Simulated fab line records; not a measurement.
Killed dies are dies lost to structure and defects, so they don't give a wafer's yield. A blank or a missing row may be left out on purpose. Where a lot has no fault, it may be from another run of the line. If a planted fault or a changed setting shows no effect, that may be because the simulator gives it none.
Which tool did it?    flow gf180mcu    37 wafers from 14 lots sampled at 3 of the route's 602 steps

== WHAT EACH GAUGE READ, for each wafer ==
GF_HV_LDD_CD_MEAS_19 targets a cd of 400 nm.
lot   measured      on         cd_nm (nm)
L733  day 10 17:53  cd_sem-01  400.4 401.7 400.3
L734  day 11 00:11  cd_sem-02  400.4 397.2 397.1
L736  day 11 15:05  cd_sem-01  402.0 401.6 400.8
L737  day 11 20:10  cd_sem-01  399.1 402.3
L738  day 12 00:48  cd_sem-02  401.7 403.1 401.7
L739  day 12 12:10  cd_sem-01  401.4 401.0 400.5
L742  day 13 18:47  cd_sem-01  395.6 392.4 396.5
L743  day 14 14:26  cd_sem-02  397.9 396.1 398.1
L744  day 15 00:40  cd_sem-02  394.6 394.7
L745  day 15 07:41  cd_sem-02  401.9 401.9 401.0
L746  day 15 10:20  cd_sem-02  396.7 399.1 398.5
L748  day 15 20:06  cd_sem-01  400.0 399.9
L752  day 16 17:53  cd_sem-01  399.0 399.8
L755  day 17 14:05  cd_sem-02  400.7 400.0

GF_HV_LDD_OVL_MEAS_32.
lot   measured      on          HV_LDD_02_OVL (nm)
L733  day 11 12:34  overlay-01  1.4 1.8 2.2
L734  day 11 19:01  overlay-01  2.8 3.6 4.0
L736  day 12 09:05  overlay-01  -0.2 -1.1 0.0
L737  day 12 14:13  overlay-01  -0.2 1.8
L738  day 12 19:37  overlay-02  0.0 -1.0 0.4
L739  day 13 07:57  overlay-01  3.6 2.5 2.7
L742  day 14 15:51  overlay-02  0.0 1.1 0.6
L743  day 15 12:21  overlay-01  0.7 0.3 -1.0
L744  day 15 23:09  overlay-01  -0.8 -0.8
L745  day 16 05:51  overlay-02  0.5 0.6 0.6
L746  day 16 08:36  overlay-01  -0.4 0.4 0.2
L748  day 16 19:15  overlay-02  -0.4 0.9
L752  day 17 16:57  overlay-01  2.5 2.5
L755  day 18 14:21  overlay-01  -0.1 0.8

== WHICH TOOL RAN EACH LOT (tool, then ch and the chambers of the sampled wafers, then the start) ==
lot   GF_HV_LDD_SOFTBAKE_27
L733  litho_track-04 ch 0, day 11 03:12
L734  litho_track-02 ch 0, day 11 09:58
L736  litho_track-04 ch 0, day 11 23:41
L737  litho_track-04 ch 0, day 12 04:50
L738  litho_track-02 ch 0, day 12 10:08
L739  litho_track-02 ch 0, day 12 22:25
L742  litho_track-04 ch 0, day 14 05:17
L743  litho_track-02 ch 0, day 15 01:05
L744  litho_track-02 ch 0, day 15 11:59
L745  litho_track-04 ch 0, day 15 18:15
L746  litho_track-03 ch 0, day 15 21:29
L748  litho_track-02 ch 0, day 16 07:56
L752  litho_track-02 ch 0, day 17 05:22
L755  litho_track-04 ch 0, day 18 02:09
- GF_HV_LDD_SOFTBAKE_27: time 60 s.

== WHAT THE TOOLS THEMSELVES READ (means of the sampled wafers that have a number; where no wafer has one, the mark that the record gives instead) ==
GF_HV_LDD_SOFTBAKE_27.
lot   tool            heater_power_total_W (W)  run_length_s (s)
L733  litho_track-04  56.56                     88.99
L734  litho_track-02  56.53                     89.02
L736  litho_track-04  56.58                     89.14
L737  litho_track-04  56.58                     89.03
L738  litho_track-02  56.60                     89.09
L739  litho_track-02  56.63                     89.04
L742  litho_track-04  56.63                     89.06
L743  litho_track-02  56.57                     89.06
L744  litho_track-02  56.56                     89.16
L745  litho_track-04  56.54                     89.05
L746  litho_track-03  56.58                     88.99
L748  litho_track-02  56.64                     91.12
L752  litho_track-02  56.66                     90.20
L755  litho_track-04  56.53                     88.94

== THE ANSWER, worked out from the rows above alone ==
Rule: the lots themselves supply what counts as usual. The widest of any qualifying gaps counts: lots, ordered by their means at a reading, are off when they make up no more than a third of the lots, leave a main group of 4 or more, and stand apart from it by 3 or more times the standard deviation of that group's means. A main group whose means are all the same, to the digits that the tables above print for the reading, isn't used. Also off: a lot with no number at a reading for which 4 or more lots have one. The other lots that the step has rows for count as sound. After the gauges, taken in route order, come the tools' own readings; for these a lot's mean is taken, as printed above. The first step at which some lot is off is used, and at that step the reading that is off furthest; a lot without a number counts as furthest.
Off at GF_HV_LDD_SOFTBAKE_27 (run_length_s): L748, L752. The main group has a mean of 89.05 s with a standard deviation of 0.06.
If a tool, at that step or one of the process steps before it, ran each lot that is off and ran no sound lot following the first of them, it fits. One fits: GF_HV_LDD_SOFTBAKE_27 on litho_track-02. A fault onset in the window from L744 (day 15 11:59, its last sound lot) to L748 (day 16 07:56, its first lot off) fits.
On the lots that are off, the tool's own readings at GF_HV_LDD_SOFTBAKE_27 differ by more than 5 times the standard deviation of the sound lots' means, which bears it out; run_length_s reads 90.66 s there versus 89.05 s on the sound lots.

== WHAT THE SIMULATOR HAD PUT IN ==
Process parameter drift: litho_track-02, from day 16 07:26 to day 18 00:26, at GF_HV_LDD_SOFTBAKE_27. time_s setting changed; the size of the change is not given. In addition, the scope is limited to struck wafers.
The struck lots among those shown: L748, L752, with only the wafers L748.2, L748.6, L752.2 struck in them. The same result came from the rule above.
